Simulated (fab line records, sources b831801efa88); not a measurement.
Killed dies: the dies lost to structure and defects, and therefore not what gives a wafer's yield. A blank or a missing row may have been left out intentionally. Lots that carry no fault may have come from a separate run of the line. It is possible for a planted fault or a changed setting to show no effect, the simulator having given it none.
What tool caused it? | flow gf180mcu | 36 wafers from 12 lots sampled at 6 of the route's 602 steps

== WHAT THE GAUGES READ, wafer by wafer ==
GF_VT_IMPLANT_RS_MEAS_47: measures by four-point-probe. Usual: NWELL_RS typically reads 487.7 ohm/sq, with standard deviation 1.3.
lot  | measured     | on            | NWELL_RS (ohm/sq) | flag
L213 | day 7 18:04  | film metro-03 | 488.6 489.1 488.1 |
L215 | day 8 19:47  | film metro-04 | 489.9 488.7 487.9 |
L216 | day 8 21:31  | film metro-04 | 487.9 488.3 487.9 |
L217 | day 9 01:53  | film metro-04 | 489.8 489.7 488.9 |
L218 | day 9 07:19  | film metro-04 | 486.8 487.3 486.7 |
L219 | day 9 17:15  | film metro-03 | 489.0 488.5 488.4 |
L220 | day 10 00:32 | film metro-01 | 488.4 486.8 487.4 |
L223 | day 10 14:40 | film metro-03 | 489.1 487.7 488.9 |
L224 | day 10 20:40 | film metro-03 | 490.0 488.1 489.2 |
L230 | day 12 18:59 | film metro-01 | 487.7 487.2 487.4 |
L232 | day 13 05:14 | film metro-03 | 486.7 485.9 488.4 |
L234 | day 13 15:46 | film metro-03 | 488.6 487.8 487.3 |

GF_POLY_GATE_CD_MEAS_18. Usual: cd nm at 280.1 nm, with a standard deviation of 1.7.
lot  | measured     | on        | cd nm (nm)        | flag
L213 | day 9 13:53  | cd sem-02 | 279.8 281.5 279.3 |
L215 | day 10 13:35 | cd sem-01 | 278.2 278.2 278.8 |
L216 | day 10 15:55 | cd sem-01 | 278.9 280.7 277.9 |
L217 | day 10 20:01 | cd sem-02 | 280.0 280.1 279.9 |
L218 | day 11 01:14 | cd sem-02 | 278.5 278.8 280.8 |
L219 | day 11 12:51 | cd sem-01 | 282.2 282.2 282.1 |
L220 | day 11 21:37 | cd sem-01 | 280.4 279.8 277.8 |
L223 | day 12 12:11 | cd sem-02 | 279.5 279.1 280.9 |
L224 | day 12 17:29 | cd sem-01 | 278.2 278.4 281.3 |
L230 | day 14 20:52 | cd sem-01 | 279.4 279.0 278.7 |
L232 | day 15 09:00 | cd sem-02 | 280.2 281.1 282.0 |
L234 | day 15 18:11 | cd sem-02 | 281.6 280.4 280.1 |

GF_HV_LDD_CD_MEAS_46: the cd target is 400 nm. Usual: cd nm at 399.7 nm, with a standard deviation of 2.3.
lot  | measured     | on        | cd nm (nm)        | flag
L213 | day 12 17:00 | cd sem-02 | 402.4 401.8 402.9 |
L215 | day 13 20:31 | cd sem-01 | 395.5 399.2 397.5 |
L216 | day 13 20:34 | cd sem-02 | 403.8 405.1 404.2 |
L217 | day 14 01:49 | cd sem-01 | 399.6 400.2 401.3 |
L218 | day 14 06:43 | cd sem-02 | 398.1 400.5 400.0 |
L219 | day 14 20:17 | cd sem-01 | 402.0 401.4 398.1 |
L220 | day 15 06:04 | cd sem-01 | 397.0 397.9 397.0 |
L223 | day 15 23:54 | cd sem-01 | 398.1 401.8 398.7 |
L224 | day 16 03:46 | cd sem-02 | 396.8 400.3 396.0 |
L230 | day 18 15:10 | cd sem-02 | 403.0 403.7 403.7 |
L232 | day 19 04:49 | cd sem-02 | 399.4 401.8 400.0 |
L234 | day 19 16:09 | cd sem-02 | 401.4 401.4 402.1 |

GF_PSD_RS_MEAS_14: measures by four-point-probe. Usual: NSD_RS typically reads 46.15 ohm/sq, with standard deviation 0.11.
lot  | measured     | on            | NSD_RS (ohm/sq)   | flag
L213 | day 14 13:05 | film metro-02 | 46.08 46.13 46.21 |
L215 | day 15 17:15 | film metro-03 | 46.18 46.14 46.15 |
L216 | day 15 19:06 | film metro-03 | 46.06 46.00 46.13 |
L217 | day 16 00:40 | film metro-04 | 46.23 46.18 46.32 |
L218 | day 16 04:52 | film metro-04 | 46.30 46.31 46.27 |
L219 | day 16 20:07 | film metro-03 | 46.13 46.10 46.14 |
L220 | day 17 06:28 | film metro-03 | 43.89 43.86 43.84 | OFF
L223 | day 18 00:58 | film metro-04 | 46.27 46.30 46.29 |
L224 | day 18 05:13 | film metro-04 | 44.14 44.19 44.14 | OFF
L230 | day 20 19:49 | film metro-02 | 46.04 46.05 46.11 |
L232 | day 21 09:49 | film metro-02 | 46.13 46.04 46.06 |
L234 | day 21 20:33 | film metro-04 | 46.20 46.22 46.16 |

== WHAT TOOL EACH LOT RAN ON (gives the tool, then ch and the chambers of the sampled wafers, and finally the start) ==
lot  | GF_NSD_IMPLANT_10               | GF_NSD_STRIP_11
L213 | implanter-01 ch 0, day 13 16:43 | plasma asher-03 ch 0,1, day 13 16:51
L215 | implanter-03 ch 0, day 14 19:52 | plasma asher-03 ch 0,1, day 14 20:01
L216 | implanter-02 ch 0, day 14 21:31 | plasma asher-04 ch 0,1, day 14 21:40
L217 | implanter-03 ch 0, day 15 02:20 | plasma asher-04 ch 0,1, day 15 02:28
L218 | implanter-03 ch 0, day 15 07:22 | plasma asher-04 ch 0,1, day 15 07:31
L219 | implanter-01 ch 0, day 15 21:05 | plasma asher-03 ch 0,1, day 15 21:13
L220 | implanter-03 ch 0, day 16 07:17 | plasma asher-02 ch 0,1, day 16 07:23
L223 | implanter-01 ch 0, day 17 01:31 | plasma asher-02 ch 0,1, day 17 01:40
L224 | implanter-03 ch 0, day 17 05:22 | plasma asher-02 ch 0,1, day 17 05:31
L230 | implanter-03 ch 0, day 19 19:10 | plasma asher-03 ch 0,1, day 19 19:19
L232 | implanter-03 ch 0, day 20 09:02 | plasma asher-03 ch 0,1, day 20 09:09
L234 | implanter-01 ch 0, day 20 19:49 | plasma asher-03 ch 0,1, day 20 19:58
- GF_NSD_IMPLANT_10
- GF_NSD_STRIP_11: strips in O2/N2.

== WHAT THE TOOLS THEMSELVES READ (means of the sampled wafers that have a number; where no wafer has one, the mark that the record gives instead) ==
GF_NSD_IMPLANT_10. Usual: dose ions cm2 5e+14, standard deviation 5e+11; end station pressure torr 7.2e-06 Torr, standard deviation 3.7e-07; faraday current uA 2779, standard deviation 56; tilt deg 7.003 degrees, standard deviation 0.02.
lot  | tool         | dose ions cm2 | end station pressure torr (Torr) | faraday current uA | tilt deg (degrees) | flag
L213 | implanter-01 | 5e+14         | 7.1e-06                          | 2734               | 6.989              |
L215 | implanter-03 | 5e+14         | 7.0e-06                          | 2779               | 6.995              |
L216 | implanter-02 | 5e+14         | 7.2e-06                          | 2774               | 7.011              |
L217 | implanter-03 | 5e+14         | 7.0e-06                          | 2758               | 7.008              |
L218 | implanter-03 | 5e+14         | 7.2e-06                          | 2801               | 6.995              |
L219 | implanter-01 | 5e+14         | 7.4e-06                          | 2756               | 6.985              |
L220 | implanter-03 | 7e+14         | 8.4e-06                          | 4029               | 7.018              | OFF
L223 | implanter-01 | 5e+14         | 7.2e-06                          | 2842               | 7.003              |
L224 | implanter-03 | 7e+14         | 8.3e-06                          | 3916               | 7.012              | OFF
L230 | implanter-03 | 5e+14         | 7.1e-06                          | 2809               | 7.014              |
L232 | implanter-03 | 5e+14         | 7.2e-06                          | 2765               | 7.024              |
L234 | implanter-01 | 5e+14         | 7.5e-06                          | 2805               | 7.013              |

GF_NSD_STRIP_11. Usual: drypump motor current A 5.7 A, standard deviation 0.41; heater power w 348 W, standard deviation 51; n2 flow sccm 300.0 sccm, standard deviation 0.95; oes product au 0.487 a.u., standard deviation 0.0042; strip time to endpoint s 22.96 s, standard deviation 0.039.
lot  | tool            | drypump motor current A (A) | heater power w (W) | n2 flow sccm (sccm) | oes product au (a.u.) | strip time to endpoint s (s) | flag
L213 | plasma asher-03 | 5.7                         | 336                | 300.1               | 0.490                 | 22.94                        |
L215 | plasma asher-03 | 5.7                         | 333                | 300.6               | 0.484                 | 22.91                        |
L216 | plasma asher-04 | 5.3                         | 350                | 299.6               | 0.487                 | 23.00                        |
L217 | plasma asher-04 | 5.4                         | 354                | 301.1               | 0.485                 | 23.02                        |
L218 | plasma asher-04 | 5.3                         | 354                | 299.4               | 0.484                 | 22.96                        |
L219 | plasma asher-03 | 5.5                         | 311                | 299.9               | 0.487                 | 22.92                        |
L220 | plasma asher-02 | 6.1                         | 396                | 300.5               | 0.480                 | 23.19                        | OFF
L223 | plasma asher-02 | 5.7                         | 383                | 300.3               | 0.486                 | 22.97                        |
L224 | plasma asher-02 | 6.1                         | 398                | 299.6               | 0.482                 | 23.11                        | OFF
L230 | plasma asher-03 | 5.5                         | 319                | 299.1               | 0.487                 | 22.97                        |
L232 | plasma asher-03 | 5.5                         | 314                | 299.9               | 0.489                 | 23.03                        |
L234 | plasma asher-03 | 5.7                         | 333                | 300.6               | 0.486                 | 22.99                        |

== THE ANSWER, worked out from the rows above alone ==
Rule: take the mean of a lot's wafers that have a number; if it is more than 3 standard deviations from the usual mean, the lot is off. A lot without any number at a reading at which 4 lots or more have one is off too. Where the step has rows for the other lots, those lots are counted as sound. The gauges are gone through in route order, then the tools' own readings, and for those a lot's mean is taken as printed above. At the first step where some lot is off, the reading lying furthest off is the one used; lots without a number count as furthest.
Off: at GF_PSD_RS_MEAS_14 (NSD_RS), L220, L224.
A tool fits if, at a process step before that reading, it ran every lot that is off, and no sound lot after the first of them. The gauges at GF_PSD_RS_MEAS_14 aren't tried: what is off there is off at GF_NSD_IMPLANT_10 too, on other tools, and a gauge's error can't cause that. Of those tried, none fits.

== WHAT WAS PUT IN BY THE SIMULATOR ==
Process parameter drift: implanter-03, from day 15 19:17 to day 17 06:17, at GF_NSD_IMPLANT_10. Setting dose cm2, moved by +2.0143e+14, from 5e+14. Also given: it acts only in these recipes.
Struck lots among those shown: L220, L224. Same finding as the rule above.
